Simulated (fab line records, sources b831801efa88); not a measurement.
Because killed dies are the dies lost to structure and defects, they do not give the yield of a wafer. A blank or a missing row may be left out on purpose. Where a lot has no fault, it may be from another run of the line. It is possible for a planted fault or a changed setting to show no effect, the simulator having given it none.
What tool caused it? | flow gf180mcu | Sampling: 12 lots, 36 wafers, 6 of 602 route steps

WHAT EACH GAUGE READ, for each wafer
GF_POLY_GATE_CD_MEAS_18.
lot  | measured     | on       | cdNm (nm)
L487 | day 9 03:06  | cdSem-01 | 280.0 279.0 277.7
L488 | day 9 10:58  | cdSem-02 | 279.3 278.4 282.2
L495 | day 12 01:32 | cdSem-02 | 279.3 279.1 280.4
L496 | day 12 09:53 | cdSem-02 | 278.6 281.3 280.7
L497 | day 12 12:07 | cdSem-02 | 278.5 277.4 279.2
L500 | day 13 10:28 | cdSem-01 | 280.4 281.1 282.0
L505 | day 14 15:26 | cdSem-01 | 278.0 278.5 280.1
L506 | day 15 08:17 | cdSem-01 | 278.9 280.0 279.1
L507 | day 15 09:34 | cdSem-01 | 280.5 278.8 277.5
L508 | day 15 12:34 | cdSem-01 | 281.0 281.0 281.7
L509 | day 15 18:53 | cdSem-02 | 280.7 282.1 281.9
L510 | day 16 03:31 | cdSem-01 | 283.5 283.1 280.7

GF_HV_LDD_TW_MEAS_11.
lot  | measured     | on           | HV_LDD_TW
L487 | day 9 20:38  | filmMetro-04 | 2431 2427 2435
L488 | day 10 04:50 | filmMetro-01 | 2380 2390 2379
L495 | day 12 21:47 | filmMetro-02 | 2193 2172 2186 2189 2177 2198
L496 | day 13 06:19 | filmMetro-02 | 2411 2398 2432
L497 | day 13 08:03 | filmMetro-04 | 2186 2180 2191 2179 2188 2185
L500 | day 14 06:42 | filmMetro-01 | 2406 2404 2409
L505 | day 15 12:33 | filmMetro-01 | 2409 2407 2390
L506 | day 16 06:55 | filmMetro-04 | 2407 2416 2409
L507 | day 16 08:08 | filmMetro-02 | 2418 2421 2422
L508 | day 16 10:59 | filmMetro-04 | 2404 2425 2417
L509 | day 16 18:13 | filmMetro-04 | 2427 2415 2412
L510 | day 17 02:32 | filmMetro-02 | 2412 2420 2421

GF_HV_LDD_OVL_MEAS_47.
lot  | measured     | on         | HV_LDD_03_OVL (nm)
L487 | day 12 05:02 | overlay-01 | 0.0 0.2 0.6
L488 | day 12 12:38 | overlay-01 | -1.0 -0.7 2.0
L495 | day 15 12:41 | overlay-01 | 0.7 -1.3 2.0
L496 | day 15 20:52 | overlay-02 | 0.0 1.3 1.5
L497 | day 15 23:59 | overlay-02 | -1.3 -0.2 -1.7
L500 | day 17 01:36 | overlay-01 | 0.8 0.8 -0.1
L505 | day 18 09:27 | overlay-02 | -2.6 -2.0 -1.9
L506 | day 19 05:56 | overlay-02 | -0.7 -0.3 1.1
L507 | day 19 08:13 | overlay-01 | -1.2 -0.9 -1.3
L508 | day 19 09:44 | overlay-01 | 1.9 1.9 1.5
L509 | day 19 19:00 | overlay-02 | -1.8 -0.6 -0.2
L510 | day 20 02:45 | overlay-01 | 0.0 -1.0 -0.5

GF_HV_LDD_RS_MEAS_53: the measuring method here is four-point-probe.
lot  | measured     | on           | HV_LDD_RS (ohm/sq)
L487 | day 12 05:30 | filmMetro-01 | 418.3 418.3 417.6
L488 | day 12 13:07 | filmMetro-04 | 419.4 418.2 417.7
L495 | day 15 13:10 | filmMetro-01 | 395.6 395.0 394.4 394.7 395.5 395.6
L496 | day 15 21:20 | filmMetro-04 | 419.9 420.5 420.0
L497 | day 16 00:29 | filmMetro-04 | 395.8 395.6 395.4 396.5 395.3 395.2
L500 | day 17 02:10 | filmMetro-02 | 418.6 419.4 418.6
L505 | day 18 09:59 | filmMetro-01 | 417.3 418.2 418.6
L506 | day 19 06:25 | filmMetro-04 | 418.6 417.2 417.2
L507 | day 19 08:48 | filmMetro-01 | 417.7 415.7 416.6
L508 | day 19 10:13 | filmMetro-04 | 418.5 418.5 418.2
L509 | day 19 19:31 | filmMetro-04 | 417.2 418.7 418.3
L510 | day 20 03:14 | filmMetro-01 | 417.4 418.3 417.6

EACH LOT AND THE TOOL THAT RAN IT (in order: tool; ch and the chambers of the sampled wafers; start)
lot  | GF_HV_LDD_IMPLANT_09            | GF_HV_LDD_STRIP_37
L487 | implanter-02 ch 0, day 9 20:23  | plasmaAsher-03 ch 1, day 11 09:43
L488 | implanter-02 ch 0, day 10 04:37 | plasmaAsher-04 ch 0,1, day 11 18:10
L495 | implanter-02 ch 0, day 12 21:28 | plasmaAsher-01 ch 0,1, day 14 15:34
L496 | implanter-03 ch 0, day 13 06:04 | plasmaAsher-03 ch 0,1, day 14 23:43
L497 | implanter-02 ch 0, day 13 07:51 | plasmaAsher-03 ch 0,1, day 15 02:40
L500 | implanter-03 ch 0, day 14 06:29 | plasmaAsher-04 ch 0,1, day 16 02:35
L505 | implanter-04 ch 0, day 15 12:20 | plasmaAsher-01 ch 0,1, day 17 10:32
L506 | implanter-02 ch 0, day 16 06:40 | plasmaAsher-03 ch 0,1, day 18 06:21
L507 | implanter-03 ch 0, day 16 07:55 | plasmaAsher-01 ch 1, day 18 08:08
L508 | implanter-02 ch 0, day 16 10:46 | plasmaAsher-03 ch 0,1, day 18 09:58
L509 | implanter-03 ch 0, day 16 18:01 | plasmaAsher-03 ch 0,1, day 18 18:22
L510 | implanter-02 ch 0, day 17 02:18 | plasmaAsher-03 ch 0,1, day 19 02:18
- GF_HV_LDD_IMPLANT_09
- GF_HV_LDD_STRIP_37: strips in O2/N2.

WHAT THE TOOLS THEMSELVES READ (means of the sampled wafers that have a number; where no wafer has one, the mark that the record gives instead)
GF_HV_LDD_IMPLANT_09.
lot  | tool         | tiltDeg (degrees)
L487 | implanter-02 | 7.023
L488 | implanter-02 | 6.989
L495 | implanter-02 | 0.006
L496 | implanter-03 | 7.003
L497 | implanter-02 | 0.005
L500 | implanter-03 | 6.974
L505 | implanter-04 | 6.987
L506 | implanter-02 | 6.997
L507 | implanter-03 | 6.985
L508 | implanter-02 | 7.004
L509 | implanter-03 | 7.006
L510 | implanter-02 | 7.028

GF_HV_LDD_STRIP_37.
lot  | tool           | drypumpMotorCurrentA (A) | heaterPowerW (W) | oesProductAu (a.u.) | stripTimeToEndpointS (s)
L487 | plasmaAsher-03 | 6.2                      | 353              | 0.719               | 12.61
L488 | plasmaAsher-04 | 5.1                      | 296              | 0.719               | 12.58
L495 | plasmaAsher-01 | 6.2                      | 374              | 0.715               | 12.66
L496 | plasmaAsher-03 | 6.2                      | 324              | 0.714               | 12.65
L497 | plasmaAsher-03 | 6.2                      | 327              | 0.721               | 12.66
L500 | plasmaAsher-04 | 5.4                      | 304              | 0.711               | 12.66
L505 | plasmaAsher-01 | 5.9                      | 377              | 0.721               | 12.61
L506 | plasmaAsher-03 | 6.2                      | 327              | 0.717               | 12.67
L507 | plasmaAsher-01 | 5.7                      | 373              | 0.715               | 12.67
L508 | plasmaAsher-03 | 6.2                      | 339              | 0.719               | 12.64
L509 | plasmaAsher-03 | 6.2                      | 329              | 0.719               | 12.64
L510 | plasmaAsher-03 | 6.2                      | 327              | 0.717               | 12.64

THE ANSWER, worked out from the rows above alone
Rule: what is usual is taken from the lots themselves. The widest of any qualifying gaps counts: lots, ordered by their means at a reading, are off when they make up no more than a third of the lots, leave a main group of 4 or more, and stand apart from it by 3 or more times the standard deviation of that group's means. A main group is skipped when, at the precision printed for the reading in the tables above, its means are all equal. A lot without any number at a reading at which 4 lots or more have one is off too. Any other lot the step has rows for is counted as sound. Order of review: gauges by route order, followed by the tools' own readings, for which a lot's mean as printed above is used. The first step at which some lot is off is used, and at that step the reading that is off furthest; a lot without a number counts as furthest.
Off: L495, L497, seen at GF_HV_LDD_TW_MEAS_11 (HV_LDD_TW). For the main group the mean is 2412 and the standard deviation 12.
If a tool, at a process step before that reading, ran all the lots that are off and no sound lot after the first of them, it fits. The gauges at GF_HV_LDD_TW_MEAS_11 aren't tried: what is off there is off at GF_HV_LDD_IMPLANT_09 too, on other tools, and a gauge's error can't cause that. Of those tried, none fits.

WHAT THE SIMULATOR HAD INSERTED
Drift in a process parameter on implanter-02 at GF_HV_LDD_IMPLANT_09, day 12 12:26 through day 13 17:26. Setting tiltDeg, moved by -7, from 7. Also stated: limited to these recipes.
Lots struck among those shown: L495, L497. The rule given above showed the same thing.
